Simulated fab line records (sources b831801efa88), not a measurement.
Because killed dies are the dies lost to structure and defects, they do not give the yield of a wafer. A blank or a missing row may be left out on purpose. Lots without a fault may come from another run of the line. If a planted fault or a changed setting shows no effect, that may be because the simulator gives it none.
Which of the tools did it?    flow sky130    33 wafers from 11 lots sampled at 3 of the route's 708 steps

WHAT THE GAUGES SHOWED, per wafer
SKY_LI_CONTACT_THK_MEAS_01.
lot   measured      on             LI_CONTACT_HDPCVD_THK (nm)
L129  day 28 20:11  film metro-01  936 926 928
L130  day 29 09:31  film metro-04  916 932 922
L131  day 30 00:31  film metro-02  918 930 927
L132  day 30 04:10  film metro-02  918 918 921
L133  day 30 04:23  film metro-02  932 930 917
L134  day 30 10:56  film metro-01  928 936 923
L142  day 33 05:17  film metro-04  327 934 294
L146  day 34 13:36  film metro-01  933 922 939
L150  day 35 09:58  film metro-01  918 941 927
L151  day 35 18:17  film metro-04  912 937 903
L152  day 35 19:12  film metro-01  928 909 910

WHICH TOOL RAN EACH LOT (tool, then ch and the chambers of the sampled wafers, then the start)
lot   SKY_POLY_CUT_STRIP_12                 SKY_LI_CONTACT_HDPCVD_00
L129  plasma asher-04 ch 0,1, day 25 01:01  hdpcvd-01 ch 1,2, day 28 20:04
L130  plasma asher-02 ch 0, day 25 15:53    hdpcvd-02 ch 0,1, day 29 09:25
L131  plasma asher-02 ch 0,1, day 26 07:37  hdpcvd-02 ch 0,1, day 30 00:25
L132  plasma asher-01 ch 0, day 26 11:25    hdpcvd-02 ch 0,1,2, day 30 04:04
L133  plasma asher-04 ch 0,1, day 26 12:43  hdpcvd-01 ch 1,2, day 30 04:17
L134  plasma asher-01 ch 0,1, day 26 17:44  hdpcvd-02 ch 0,1,2, day 30 10:50
L142  plasma asher-02 ch 0,1, day 29 15:10  hdpcvd-01 ch 0,1,2, day 33 05:11
L146  plasma asher-04 ch 0,1, day 31 01:43  hdpcvd-02 ch 0,1, day 34 13:29
L150  plasma asher-02 ch 0,1, day 31 23:13  hdpcvd-02 ch 0,1, day 35 09:52
L151  plasma asher-02 ch 0,1, day 32 06:35  hdpcvd-02 ch 0,1,2, day 35 18:11
L152  plasma asher-04 ch 0,1, day 32 08:10  hdpcvd-02 ch 0,1,2, day 35 19:05
- SKY_POLY_CUT_STRIP_12: strips in O2/N2.
- SKY_LI_CONTACT_HDPCVD_00: deposits PSG, target thk 930 nm, time 155 s.

THE ANSWER, worked out from the rows above alone
Rule: usual is defined by the lots themselves. Put in order of their means at a reading, lots are off if they are a third of the lots or fewer, leave a main group of 4 or more, and stand apart from it by a gap of 3 or more times the standard deviation of the main group's means; of several such gaps the widest counts. The tables above print the reading to a certain number of digits; a main group whose means all agree to those digits is not used. A lot without any number at a reading at which 4 lots or more have one is off too. The other lots that the step has rows for count as sound.
Off: L142, seen at SKY_LI_CONTACT_THK_MEAS_01 (LI_CONTACT_HDPCVD_THK). The main group has a mean of 925 nm with a standard deviation of 5.3.
If a tool, at a process step before that reading, ran all the lots that are off and no sound lot after the first of them, it fits. Gauges at SKY_LI_CONTACT_THK_MEAS_01: tried the same way as those tools. One fits: SKY_LI_CONTACT_HDPCVD_00 on hdpcvd-01. A fault onset in the window from L133 (day 30 04:17, its last sound lot) to L142 (day 33 05:11, its first lot off) fits.

WHAT THE SIMULATOR HAD PUT IN
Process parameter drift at SKY_LI_CONTACT_HDPCVD_00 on hdpcvd-01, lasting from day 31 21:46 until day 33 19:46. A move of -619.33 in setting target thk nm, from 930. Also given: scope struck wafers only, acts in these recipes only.
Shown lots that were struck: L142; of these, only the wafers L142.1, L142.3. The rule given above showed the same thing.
